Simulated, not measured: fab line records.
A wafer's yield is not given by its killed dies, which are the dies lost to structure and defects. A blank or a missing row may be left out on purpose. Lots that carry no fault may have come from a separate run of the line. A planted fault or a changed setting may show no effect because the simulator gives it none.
fab line records	flow gf180mcu
[record] lots = 13	wafers = 39	last_day = 34
route steps=602 shown STI@23 DNWELL@41 MVPSD@82 VT_IMPLANT@100 POLY_GATE@168
lots with no fault: from the same line, run without faults
start_h: hours from the record's opening day to when the first of the lot's shown wafers began	wait_h: time in hours since the lot's previous step	" as in the row above	L1.1+2: a single row standing in for several wafers	- no value, or no start given	* or withheld: withheld	< > ~ a bound
route shown NAME@n: names a module that has steps shown in the file, with the first one's number in the route	usual: the fault-free wafers' mean and standard deviation	same: alike in all rows	chamber/n: place in a boat	sites: the reading at each site	_std_site: how widely they spread, as a standard deviation	_edge_site: outer sites' mean less inner sites'	radius_mm: how far each site lies from the wafer's centre	mask NAME#n: copy n	behind: the tool/chamber that last shaped the wafer	hold: cause of the lot's hold/its duration in hours/its outcome	device: transistor that didn't switch, given as n, p or np	end of line: tests run on the same wafers once the route is complete	step lacking rows: just its recipe	killed: dies lost to structure and defects at the first sort, not the wafer's yield	map: dies across one wafer; x = killed, . = not, _ = none there
set.NAME: the run value of the setting; set.NAME@STEP: its run value at that earlier step	model.NAME: the simulator's own value behind a step, which no gauge read
the route's steps for a sample of lots (tables are steps, rows are wafers)
services: a tool's chamber out of use, with start hour (start_h, from the record's first day; less than 0 if before it), hours out, and reason
[[steps]]
[step GF_STI_THK_MEAS_22]
[recipe] reads = SiO2_of_STI_OXIDATION_21
[usual] STI_OXIDATION_01_THK = 15.00/0.28
lot.wafer	tool	chamber	start_h	wait_h	STI_OXIDATION_01_THK[nm]
L498.1	film_metro-01	-	27.58	0.0	14.99
L498.2	"	-	"	"	14.70
L498.6	"	-	"	"	14.70
L499.1	film_metro-04	-	33.20	0.0	15.10
L499.3	"	-	"	"	15.49
L499.6	"	-	"	"	15.60
L501.4	film_metro-04	-	42.67	0.0	14.88
L501.5	"	-	"	"	14.86
L501.6	"	-	"	"	14.79
L502.2	film_metro-01	-	48.54	0.0	15.38
L502.3	"	-	"	"	15.48
L502.4	"	-	"	"	15.16
L504.3	film_metro-01	-	57.98	0.0	15.34
L504.4	"	-	"	"	14.85
L504.6	"	-	"	"	14.89
L509.1	film_metro-01	-	83.81	0.0	15.00
L509.4	"	-	"	"	14.75
L509.6	"	-	"	"	14.65
L512.1	film_metro-02	-	99.06	0.0	14.79
L512.4	"	-	"	"	14.53
L512.5	"	-	"	"	14.67
L513.2	film_metro-01	-	105.77	0.0	14.65
L513.3	"	-	"	"	15.06
L513.5	"	-	"	"	14.90
L514.3	film_metro-01	-	110.28	0.0	15.35
L514.4	"	-	"	"	15.28
L514.6	"	-	"	"	15.21
L517.3	film_metro-04	-	124.69	0.0	15.28
L517.4	"	-	"	"	15.69
L517.5	"	-	"	"	15.55
L518.1	film_metro-04	-	130.40	0.0	15.17
L518.2	"	-	"	"	14.64
L518.4	"	-	"	"	15.14
L520.1	film_metro-01	-	140.84	0.0	14.94
L520.2	"	-	"	"	15.16
L520.6	"	-	"	"	15.08
L521.1	film_metro-04	-	145.96	0.0	14.80
L521.2	"	-	"	"	14.61
L521.3	"	-	"	"	14.58
[step GF_DNWELL_TW_MEAS_09]
[usual] DNWELL_TW = 1354/17
lot.wafer	tool	chamber	start_h	wait_h	DNWELL_TW
L498.1	film_metro-04	-	43.28	0.1	1321
L498.2	"	-	"	"	1320
L498.6	"	-	"	"	1323
L499.1	film_metro-01	-	49.72	0.1	1371
L499.3	"	-	"	"	1362
L499.6	"	-	"	"	1363
L501.4	film_metro-03	-	58.38	0.1	1372
L501.5	"	-	"	"	1376
L501.6	"	-	"	"	1372
L502.2	film_metro-01	-	64.58	0.1	1351
L502.3	"	-	"	"	1352
L502.4	"	-	"	"	1363
L504.3	film_metro-03	-	73.84	0.1	1363
L504.4	"	-	"	"	1367
L504.6	"	-	"	"	1372
L509.1	film_metro-01	-	100.85	0.1	1362
L509.4	"	-	"	"	1366
L509.6	"	-	"	"	1363
L512.1	film_metro-04	-	117.35	0.1	1338
L512.4	"	-	"	"	1330
L512.5	"	-	"	"	1333
L513.2	film_metro-04	-	123.63	0.1	1343
L513.3	"	-	"	"	1338
L513.5	"	-	"	"	1333
L514.3	film_metro-04	-	127.59	0.1	1327
L514.4	"	-	"	"	1330
L514.6	"	-	"	"	1333
L517.3	film_metro-03	-	143.10	0.1	1370
L517.4	"	-	"	"	1363
L517.5	"	-	"	"	1362
L518.1	film_metro-01	-	148.30	0.1	1364
L518.2	"	-	"	"	1356
L518.4	"	-	"	"	1362
L520.1	film_metro-01	-	159.70	0.1	1365
L520.2	"	-	"	"	1367
L520.6	"	-	"	"	1361
L521.1	film_metro-01	-	165.17	0.1	1358
L521.2	"	-	"	"	1354
L521.3	"	-	"	"	1349
[step GF_MVPSD_EXPOSE_04]
[recipe] mask_id = MVPSD	target_cd_nm = 1000	na = 0.6	source_shape = conventional	sigma_outer = 0.6	dose_mj = 260
[usual] reticle_temp_C = 22.97/0.12
lot.wafer	tool	chamber	start_h	wait_h	mask	reticle_temp_C
L498.1	iline_stepper-01	0	89.35	-	MVPSD#0	22.83
L498.2	"	0	"	"	MVPSD#0	23.04
L498.6	"	0	"	"	MVPSD#0	23.09
L499.1	iline_stepper-01	0	98.00	-	MVPSD#0	22.86
L499.3	"	0	"	"	MVPSD#0	22.98
L499.6	"	0	"	"	MVPSD#0	23.19
L501.4	iline_stepper-02	0	106.16	-	MVPSD#0	22.92
L501.5	"	0	"	"	MVPSD#0	22.84
L501.6	"	0	"	"	MVPSD#0	23.05
L502.2	iline_stepper-01	0	114.02	-	LVPWELL_LV_AREA#0	23.17
L502.3	"	0	"	"	LVPWELL_LV_AREA#0	23.25
L502.4	"	0	"	"	LVPWELL_LV_AREA#0	23.13
L504.3	iline_stepper-02	0	124.39	-	MVPSD#0	23.08
L504.4	"	0	"	"	MVPSD#0	22.97
L504.6	"	0	"	"	MVPSD#0	23.16
L509.1	iline_stepper-01	0	153.80	-	MVPSD#0	22.82
L509.4	"	0	"	"	MVPSD#0	22.93
L509.6	"	0	"	"	MVPSD#0	23.02
L512.1	iline_stepper-01	0	172.35	-	MVPSD#0	22.73
L512.4	"	0	"	"	MVPSD#0	22.74
L512.5	"	0	"	"	MVPSD#0	22.84
L513.2	iline_stepper-02	0	179.32	-	MVPSD#0	23.04
L513.3	"	0	"	"	MVPSD#0	22.96
L513.5	"	0	"	"	MVPSD#0	22.94
L514.3	iline_stepper-01	0	184.81	-	MVPSD#0	23.01
L514.4	"	0	"	"	MVPSD#0	22.97
L514.6	"	0	"	"	MVPSD#0	23.01
L517.3	iline_stepper-01	0	201.24	-	MVPSD#0	23.02
L517.4	"	0	"	"	MVPSD#0	23.03
L517.5	"	0	"	"	MVPSD#0	23.17
L518.1	iline_stepper-01	0	206.82	-	MVPSD#0	22.90
L518.2	"	0	"	"	MVPSD#0	22.88
L518.4	"	0	"	"	MVPSD#0	22.83
L520.1	iline_stepper-01	0	219.85	-	MVPSD#0	23.07
L520.2	"	0	"	"	MVPSD#0	23.20
L520.6	"	0	"	"	MVPSD#0	22.98
L521.1	iline_stepper-01	0	226.37	-	MVPSD#0	22.92
L521.2	"	0	"	"	MVPSD#0	22.82
L521.3	"	0	"	"	MVPSD#0	22.81
[step GF_MVPSD_OVL_MEAS_07]
[usual] MVPSD_OVL = 0.5/1.4
lot.wafer	tool	chamber	start_h	wait_h	MVPSD_OVL[nm]
L498.1	overlay-02	-	96.32	-	-0.9
L498.2	"	-	"	"	0.1
L498.6	"	-	"	"	0.8
L499.1	overlay-01	-	104.73	-	-0.5
L499.3	"	-	"	"	1.3
L499.6	"	-	"	"	1.5
L501.4	overlay-02	-	112.94	-	2.6
L501.5	"	-	"	"	3.2
L501.6	"	-	"	"	3.5
L502.2	overlay-01	-	121.25	-	-
L502.3	"	-	"	"	-
L502.4	"	-	"	"	-
L504.3	overlay-01	-	131.74	-	1.6
L504.4	"	-	"	"	1.1
L504.6	"	-	"	"	-0.2
L509.1	overlay-02	-	161.70	-	1.0
L509.4	"	-	"	"	1.1
L509.6	"	-	"	"	0.3
L512.1	overlay-02	-	180.42	-	-0.4
L512.4	"	-	"	"	1.7
L512.5	"	-	"	"	0.2
L513.2	overlay-01	-	187.28	-	-1.1
L513.3	"	-	"	"	-0.8
L513.5	"	-	"	"	-0.2
L514.3	overlay-01	-	192.89	-	-0.3
L514.4	"	-	"	"	2.4
L514.6	"	-	"	"	0.6
L517.3	overlay-02	-	210.01	-	-0.1
L517.4	"	-	"	"	0.1
L517.5	"	-	"	"	0.7
L518.1	overlay-01	-	215.02	-	2.5
L518.2	"	-	"	"	0.1
L518.4	"	-	"	"	2.1
L520.1	overlay-02	-	228.80	-	-1.1
L520.2	"	-	"	"	0.8
L520.6	"	-	"	"	1.0
L521.1	overlay-02	-	234.72	-	2.0
L521.2	"	-	"	"	1.0
L521.3	"	-	"	"	0.5
[step GF_MVPSD_TW_MEAS_11]
[usual] MVPSD_TW = 558.8/2.7
lot.wafer	tool	chamber	start_h	wait_h	MVPSD_TW
L498.1	film_metro-01	-	96.76	0.1	557.8
L498.2	"	-	"	"	559.4
L498.6	"	-	"	"	558.2
L499.1	film_metro-02	-	105.16	0.1	561.4
L499.3	"	-	"	"	563.0
L499.6	"	-	"	"	557.6
L501.4	film_metro-03	-	113.39	0.1	558.9
L501.5	"	-	"	"	559.1
L501.6	"	-	"	"	557.3
L502.2	film_metro-02	-	122.30	0.1	30.4
L502.3	"	-	"	"	30.3
L502.4	"	-	"	"	30.4
L504.3	film_metro-03	-	132.18	0.1	560.9
L504.4	"	-	"	"	560.7
L504.6	"	-	"	"	559.0
L509.1	film_metro-01	-	162.13	0.1	557.1
L509.4	"	-	"	"	558.3
L509.6	"	-	"	"	555.8
L512.1	film_metro-03	-	180.86	0.1	558.1
L512.4	"	-	"	"	559.1
L512.5	"	-	"	"	558.8
L513.2	film_metro-01	-	187.72	0.1	555.4
L513.3	"	-	"	"	557.0
L513.5	"	-	"	"	553.2
L514.3	film_metro-01	-	193.33	0.1	552.2
L514.4	"	-	"	"	554.4
L514.6	"	-	"	"	553.7
L517.3	film_metro-03	-	210.45	0.1	559.1
L517.4	"	-	"	"	560.1
L517.5	"	-	"	"	561.3
L518.1	film_metro-01	-	215.46	0.1	557.1
L518.2	"	-	"	"	556.1
L518.4	"	-	"	"	557.4
L520.1	film_metro-02	-	229.23	0.1	560.1
L520.2	"	-	"	"	564.1
L520.6	"	-	"	"	562.8
L521.1	film_metro-03	-	235.16	0.1	561.1
L521.2	"	-	"	"	557.0
L521.3	"	-	"	"	559.4
[step GF_VT_IMPLANT_TW_MEAS_10]
[usual] VT_IMPLANT_TW = 565/9
lot.wafer	tool	chamber	start_h	wait_h	VT_IMPLANT_TW
L498.1	film_metro-03	-	110.40	0.1	570
L498.2	"	-	"	"	570
L498.6	"	-	"	"	570
L499.1	film_metro-03	-	120.21	0.1	575
L499.3	"	-	"	"	573
L499.6	"	-	"	"	572
L501.4	film_metro-04	-	128.18	0.1	558
L501.5	"	-	"	"	556
L501.6	"	-	"	"	554
L502.2	film_metro-04	-	136.95	0.1	687
L502.3	"	-	"	"	688
L502.4	"	-	"	"	684
L504.3	film_metro-04	-	147.48	0.1	553
L504.4	"	-	"	"	552
L504.6	"	-	"	"	553
L509.1	film_metro-04	-	178.81	0.1	553
L509.4	"	-	"	"	552
L509.6	"	-	"	"	554
L512.1	film_metro-04	-	199.01	0.1	554
L512.4	"	-	"	"	550
L512.5	"	-	"	"	556
L513.2	film_metro-03	-	204.82	0.1	570
L513.3	"	-	"	"	572
L513.5	"	-	"	"	571
L514.3	film_metro-03	-	210.73	0.1	572
L514.4	"	-	"	"	576
L514.6	"	-	"	"	573
L517.3	film_metro-02	-	227.53	0.1	572
L517.4	"	-	"	"	570
L517.5	"	-	"	"	573
L518.1	film_metro-03	-	233.34	0.1	575
L518.2	"	-	"	"	575
L518.4	"	-	"	"	574
L520.1	film_metro-02	-	247.94	0.1	574
L520.2	"	-	"	"	574
L520.6	"	-	"	"	571
L521.1	film_metro-02	-	253.79	0.1	575
L521.2	"	-	"	"	572
L521.3	"	-	"	"	573
[step GF_POLY_GATE_OVL_MEAS_11]
[usual] POLY_GATE_OVL = 2/4.7
lot.wafer	tool	chamber	start_h	wait_h	POLY_GATE_OVL[nm]
L498.1	overlay-02	-	196.43	0.1	1
L498.2	"	-	"	"	7
L498.6	"	-	"	"	1
L499.1	overlay-02	-	205.53	0.1	7
L499.3	"	-	"	"	0
L499.6	"	-	"	"	5
L501.4	overlay-01	-	215.98	0.1	3
L501.5	"	-	"	"	-2
L501.6	"	-	"	"	-2
L502.2	overlay-01	-	229.65	0.1	-6
L502.3	"	-	"	"	-5
L502.4	"	-	"	"	-7
L504.3	overlay-01	-	239.58	0.1	8
L504.4	"	-	"	"	3
L504.6	"	-	"	"	9
L509.1	overlay-02	-	274.19	0.1	9
L509.4	"	-	"	"	0
L509.6	"	-	"	"	2
L512.1	overlay-01	-	298.53	0.1	3
L512.4	"	-	"	"	0
L512.5	"	-	"	"	5
L513.2	overlay-01	-	303.83	0.1	-10
L513.3	"	-	"	"	-7
L513.5	"	-	"	"	-8
L514.3	overlay-02	-	310.59	0.1	5
L514.4	"	-	"	"	2
L514.6	"	-	"	"	3
L517.3	overlay-02	-	330.53	0.1	2
L517.4	"	-	"	"	2
L517.5	"	-	"	"	-3
L518.1	overlay-01	-	338.58	0.1	6
L518.2	"	-	"	"	6
L518.4	"	-	"	"	4
L520.1	overlay-02	-	354.11	0.1	2
L520.2	"	-	"	"	2
L520.6	"	-	"	"	-6
L521.1	overlay-02	-	362.72	0.1	5
L521.2	"	-	"	"	-1
L521.3	"	-	"	"	-4
[[services]]
tool	chamber	start_h	hours	kind
iline_stepper-02	-	65.52	8.0	repair
iline_stepper-01	-	84.21	1.7	pm
iline_stepper-02	-	98.08	1.7	pm
iline_stepper-02	-	100.99	2.9	repair
iline_stepper-01	0	196.25	-	calibration
iline_stepper-02	-	208.28	5.4	repair
iline_stepper-02	0	224.23	-	calibration
[[key]]
[first_sign] step = GF_MVPSD_EXPOSE_04	reading = mask	direction = changed
[effect] step = GF_MVPSD_OVL_MEAS_07	reading = MVPSD_OVL	direction = missing
[effect] step = GF_MVPSD_TW_MEAS_11	reading = MVPSD_TW	direction = down	sigmas = 99+	usual = 558.8	struck = 30.3
[effect] step = GF_VT_IMPLANT_TW_MEAS_10	reading = VT_IMPLANT_TW	direction = up	sigmas = 13	usual = 565	struck = 686
met_at GF_MVPSD_EXPOSE_04
struck_lots L502
sort_left_out L502.2,L502.3,L502.4
tester_left_out L502
not_acting_at GF_STI_THK_MEAS_22,GF_DNWELL_TW_MEAS_09,GF_POLY_GATE_OVL_MEAS_11
onset_between 98.00 114.02
[fault] kind = wrong_mask	tool = any	chamber = -	onset_h = 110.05	steps = GF_MVPSD_EXPOSE_04	aux_copy = LVPWELL_LV_AREA#0	scope = struck_lots_only
// tester_left_out: of these lots the tester's yield and bins aren't shown, on N5 and GAA mostly nor the transistor test; their killed dies are dies lost to structure and defects alone, not to doping, threshold or leakage, so they don't give the yield
// sort_left_out: the simulated sort isn't trusted on such a fault, so these wafers' sort isn't shown, and their yield isn't known
